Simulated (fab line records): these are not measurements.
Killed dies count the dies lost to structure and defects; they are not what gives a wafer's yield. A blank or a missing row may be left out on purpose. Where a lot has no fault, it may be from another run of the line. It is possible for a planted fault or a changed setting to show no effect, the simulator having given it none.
Comparing a struck lot with a sound one + flow sky130 + 43 steps out of a route of 708
Sound: the wafers L700.2, L700.3, L700.4. Struck: wafers L720.2, L720.4, L720.5. At the end, the cause is stated.
Each step with rows lists, per side, the tool, then ch with its chambers, then its first start. Under that, the readings that differ: sound wafers + struck wafers + difference of the means + sigmas: that difference in standard deviations of wafers without a fault.
alike: readings whose means differ by less than 2 such deviations, and words and numbers that are the same on both sides. not compared: withheld readings, readings that some wafer has no value for, bounds like >300 that may hide the same value, and numbers for which the record gives no deviation and whose values overlap.
Wherever a step has rows on one side only, a row that says differs or no value, or a row with sigmas, the two part there. When numbers do not overlap yet have no deviation, they are printed without sigmas and do not part them. A reading that every wafer of one side lacks parts them only if that side has two wafers or more.

first, 3 steps without rows for these wafers: SKY_VIA2_EXPOSE_09 (exposes mask VIM2, target cd 200 nm); SKY_VIA2_PEB_10; SKY_VIA2_DEVELOP_11 (develop time 60 s).
SKY_VIA2_CD_MEAS_12 targets a cd of 200 nm.
  sound: cd-sem-02 at day 36 11:05; struck: cd-sem-02 at day 42 10:14
| reading    | sound             | struck            | difference | sigmas |
|------------|-------------------|-------------------|------------|--------|
| cd-nm (nm) | 201.5 200.3 201.1 | 197.4 198.3 196.7 | -3.5       | -2     |
SKY_VIA2_OVL_MEAS_13:
  sound: overlay-02 at day 36 11:11; struck: overlay-01 at day 42 10:20
  alike: VIA2_OVL
then, 1 step without rows for these wafers: SKY_VIA2_ETCH_14 (etches BARC in N2/H2, stops on SiO2, time 45.9 s, target depth 60 nm).
SKY_VIA2_ETCH_15: etches SiO2 in C4F8/O2/Ar, stops on TiN, target depth 546 nm, time 84 s.
  sound on rie-diel-04 ch 0,2,3, day 36 11:16; struck on rie-diel-04 ch 0,3, day 42 10:25
  alike: bias-w, oes-product-au, rf-fwd-power-W
  not compared: rf-hours-counter-h
then, 4 steps without rows for these wafers: SKY_VIA2_STRIP_16 (strips in O2/N2); SKY_VIA2_STRIP_17 (strips in post etch residue remover, time 1200 s); SKY_VIA2_CLEAN_18 (cleans in IPA, time 180 s); SKY_VIA2_CLEAN_19 (cleans in O3/DIW).
SKY_VIA2_SPUTTER_20: material TiN, target thk 20 nm, time 80 s.
  sound: pvd-sputter-03 at day 36 11:57; struck: pvd-sputter-02 at day 42 11:04
  alike: throttle-valve-pct
SKY_VIA2_CVD_21: deposits W, target thk 420 nm, time 126.4 s.
  sound on cvd-w-01 ch 0,1, day 36 12:01; struck on cvd-w-01 ch 1, day 42 11:08
  alike: heater-power-w
SKY_VIA2_RS_MEAS_22: a four-point-probe measurement.
  sound: film-metro-01 at day 36 12:10; struck: film-metro-03 at day 42 11:17
  alike: VIA2_W_RS
SKY_VIA2_THK_MEAS_23: measures by xrf.
  sound: film-metro-01 at day 36 12:17; struck: film-metro-03 at day 42 11:23
| reading         | sound       | struck      | difference | sigmas |
|-----------------|-------------|-------------|------------|--------|
| VIA2_W_THK (nm) | 416 423 422 | 439 442 442 | +21        | +3     |
SKY_VIA2_CMP_24: polishes, stops on SiO2, t overpolish 20 s, target thk 0 nm.
  sound on cmp-01 ch 0,1,3, day 36 12:20; struck on cmp-01 ch 0,1,2, day 42 11:26
  alike: motor-current-A, overpolish-run-s, time-to-endpoint-s
then, 2 steps without rows for these wafers: SKY_METAL3_SPUTTER_00 (material Ti, target thk 15 nm, time 10 s); SKY_METAL3_SPUTTER_01 (material TiN, target thk 20 nm, time 16.7 s).
SKY_METAL3_SPUTTER_02: material AlCu, target thk 735 nm, time 39.1 s.
  sound: pvd-sputter-03 at day 36 12:41; struck: pvd-sputter-03 at day 42 11:47
  alike: throttle-valve-pct
then, 3 steps without rows for these wafers: SKY_METAL3_SPUTTER_03 (material Ti, target thk 5 nm, time 3.3 s); SKY_METAL3_SPUTTER_04 (material TiN, target thk 70 nm, time 58.3 s); SKY_CAPM_CVD_00 (deposits SiO2, target thk 15.5 nm).
SKY_CAPM_THK_MEAS_01:
  sound: film-metro-02 at day 36 12:49; struck: film-metro-03 at day 42 11:56
  alike: CAPM_CVD_00_THK
SKY_CAPM_SPUTTER_02: material TiN, target thk 200 nm, time 166.7 s.
  sound: pvd-sputter-01 at day 36 12:52; struck: pvd-sputter-04 at day 42 11:59
  alike: throttle-valve-pct
SKY_CAPM_RS_MEAS_03: a four-point-probe measurement.
  sound: film-metro-01 at day 36 13:00; struck: film-metro-01 at day 42 12:07
| reading              | sound          | struck         | difference | sigmas |
|----------------------|----------------|----------------|------------|--------|
| CAPM_TIN_RS (ohm/sq) | 6.98 7.06 7.02 | 6.90 6.79 6.90 | -0.16      | -2     |
SKY_CAPM_THK_MEAS_04: measures by xrf.
  sound: film-metro-01 at day 36 13:07; struck: film-metro-01 at day 42 12:13
  alike: CAPM_TIN_THK
then, 7 steps without rows for these wafers: SKY_CAPM_DEHYDRATE_05 (time 60 s); SKY_CAPM_HMDS_06 (prime time 60 s); SKY_CAPM_COAT_07 (resist thk 1140 nm); SKY_CAPM_SOFTBAKE_08 (time 60 s); SKY_CAPM_EXPOSE_09 (exposes mask CAPM, target cd 1000 nm); SKY_CAPM_PEB_10; SKY_CAPM_DEVELOP_11 (develop time 60 s).
SKY_CAPM_OVL_MEAS_12:
  sound: overlay-01 at day 37 15:33; struck: overlay-01 at day 43 10:54
  alike: CAPM_OVL
then, 8 steps without rows for these wafers: SKY_CAPM_METAL_ETCH_13 (etches TiN in Cl2/BCl3, stops on SiO2, target depth 220 nm, time 62.9 s); SKY_CAPM_STRIP_14 (strips in O2/N2); SKY_CAPM_STRIP_15 (strips in post etch residue remover, time 1200 s); SKY_CAPM_CLEAN_16 (cleans in IPA, time 180 s); SKY_CAPM_CLEAN_17 (cleans in O3/DIW); SKY_METAL3_DEHYDRATE_05 (time 60 s); SKY_METAL3_HMDS_06 (prime time 60 s); SKY_METAL3_COAT_07 (resist thk 60 nm).
-- the record jumps here: 7 days lie between the struck wafers' starts before and after (it left off in module METAL3 and takes up again in module PAD_OPEN, whose first step shown is number 708 of the route) --
SKY_PAD_OPEN_PROBE_99:
  sound: prober-01 at day 45 21:17; struck: prober-01 at day 50 12:04
| reading                               | sound               | struck            | difference | sigmas |
|---------------------------------------|---------------------|-------------------|------------|--------|
| defect-limited-yield (%)              | 83.3 82.9 81.1      | 79.1 75.2 76.4    | -5.5       | -3     |
| killed_at_M0_to_M3                    | 40 41 55            | 64 78 74          | +27        | +4     |
| killed-dies                           | 82 84 93            | 103 122 116       | +27        | +3     |
| killed-on-rim                         | 14 11 18            | 24 28 28          | +12        | +3     |
| sort_bin_3_pad_short (%)              | 0.6 0.6 1.0         | 1.8 1.6 2.2       | +1.1       | +3     |
| sort_bin_5_function (%)               | 10.0 12.2 10.8      | 13.0 15.7 15.9    | +3.9       | +3     |
| sort-n-pass                           | 410 408 399         | 389 370 376       | -27        | -3     |
| sort-yield-pct (%)                    | 83.3 82.9 81.1      | 79.1 75.2 76.4    | -5.5       | -3     |
| model.etest.tester.sort-n-pass        | 410 408 399         | 389 370 376       | -27        |        |
| model.etest.tester.sort-yield-pct (%) | 83.33 82.93 81.1    | 79.06 75.2 76.42  | -5.56      |        |
| model.etest.tester.sort_bin_5_pct (%) | 9.959 12.2 10.77    | 13.01 15.65 15.85 | +3.86      |        |
| model.etest.tester.sort_bin_3_pct (%) | 0.6098 0.6098 1.016 | 1.829 1.626 2.236 | +1.152     |        |
  alike: killed_at_M4_up, killed-at-contacts, killed-at-front-end, killed-at-other, killed-open, killed-short, sort_bin_6_memory

== WHERE THEY PART ==
Earliest at SKY_VIA2_CD_MEAS_12; latest, in this record, at SKY_PAD_OPEN_PROBE_99.

WHY: whatever the simulator had introduced
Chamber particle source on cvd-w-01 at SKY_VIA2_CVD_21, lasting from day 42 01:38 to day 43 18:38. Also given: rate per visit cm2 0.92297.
